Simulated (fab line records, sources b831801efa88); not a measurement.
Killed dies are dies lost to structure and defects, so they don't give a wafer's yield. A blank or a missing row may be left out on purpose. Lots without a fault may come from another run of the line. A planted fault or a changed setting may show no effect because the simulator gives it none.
Which tool did it? | flow gf180mcu | 6 lots, 18 wafers sampled, at 1 step of a route of 602

WHAT THE GAUGES READ, wafer by wafer
GF_V3_OVL_MEAS_15.
lot  | measured     | on         | V3_OVL (nm)
L927 | day 23 01:50 | overlay-02 | 5 1 2
L931 | day 25 07:36 | overlay-01 | 8 10 14
L932 | day 25 15:05 | overlay-01 | 0 1 -2
L936 | day 26 08:15 | overlay-02 | -6 -5 -7
L945 | day 29 08:09 | overlay-02 | 0 -19 -3
L947 | day 29 14:29 | overlay-02 | -1 1 1

WHICH TOOL RAN EACH LOT (tool, then ch and the chambers of the sampled wafers, then the start)
The record holds no process step before these readings.

THE ANSWER, worked out from the rows above alone
Rule: what is usual is taken from the lots themselves. Put in order of their means at a reading, lots are off if they are a third of the lots or fewer, leave a main group of 4 or more, and stand apart from it by a gap of 3 or more times the standard deviation of the main group's means; of several such gaps the widest counts. A main group whose means are all the same, to the digits that the tables above print for the reading, isn't used. A lot without any number at a reading at which 4 lots or more have one is off too. The other lots that the step has rows for count as sound.
No lot is off at any reading shown: from this, nothing can be told.

WHAT THE SIMULATOR HAD PUT IN
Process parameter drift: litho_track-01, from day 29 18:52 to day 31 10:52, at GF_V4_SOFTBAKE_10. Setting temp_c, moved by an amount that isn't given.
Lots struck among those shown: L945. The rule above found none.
